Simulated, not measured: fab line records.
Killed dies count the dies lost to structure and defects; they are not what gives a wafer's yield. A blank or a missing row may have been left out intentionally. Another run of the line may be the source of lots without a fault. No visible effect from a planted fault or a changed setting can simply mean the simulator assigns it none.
Matching of chambers -- flow sky130 -- 4 sister chambers for SKY_VIA2_ETCH_14 on rie-diel-04
The step etches BARC in N2/H2, stops on SiO2, time 45.9 s, target depth 60 nm. 8 wafers are shown with their chamber, then 6 later ones without.

== WAFERS, EACH WITH ITS CHAMBER ==
wafer,chamber,drypump-motor-current-A (A),oes-product-au (a.u.)
L195.5,2,5.77,0.857
L198.3,0,5.33,0.857
L198.4,3,5.41,0.858
L200.2,0,5.33,0.855
L200.6,1,5.18,0.858
L212.3,1,5.15,0.856
L212.4,3,5.41,0.858
L212.5,2,5.84,0.853

== WAFERS WHOSE CHAMBER IS MISSING ==
wafer,drypump-motor-current-A (A),oes-product-au (a.u.)
L215.1,5.78,0.858
L215.3,5.17,0.861
L215.5,5.44,0.860
L216.2,5.31,0.859
L216.3,5.46,0.855
L216.4,5.81,0.856

== WHICH CHAMBER EACH ONE RAN IN ==
wafer,from the rows above,in truth
L215.1,2,2
L215.3,1,1
L215.5,3,3
L216.2,can't be placed: 0 or 3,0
L216.3,3,3
L216.4,2,2
Correctly placed: 5 of 6. From these rows, 1 cannot be placed; in 1 the true chamber is one of the candidates. 0 placed wrongly.
How it was worked out, from the rows above alone: a wafer's distance from a chamber is the root of the sum, over the readings, of the square of ((its reading less the chamber's mean) divided by the reading's scatter). The wafer belongs to the nearest chamber; if the next one is less than 2 further off, it can't be placed. A chamber's mean is the mean of its shown wafers. The scatter: the root of (the sum of the squares of (reading less its chamber's mean) over the shown wafers, divided by (wafers less chambers)).
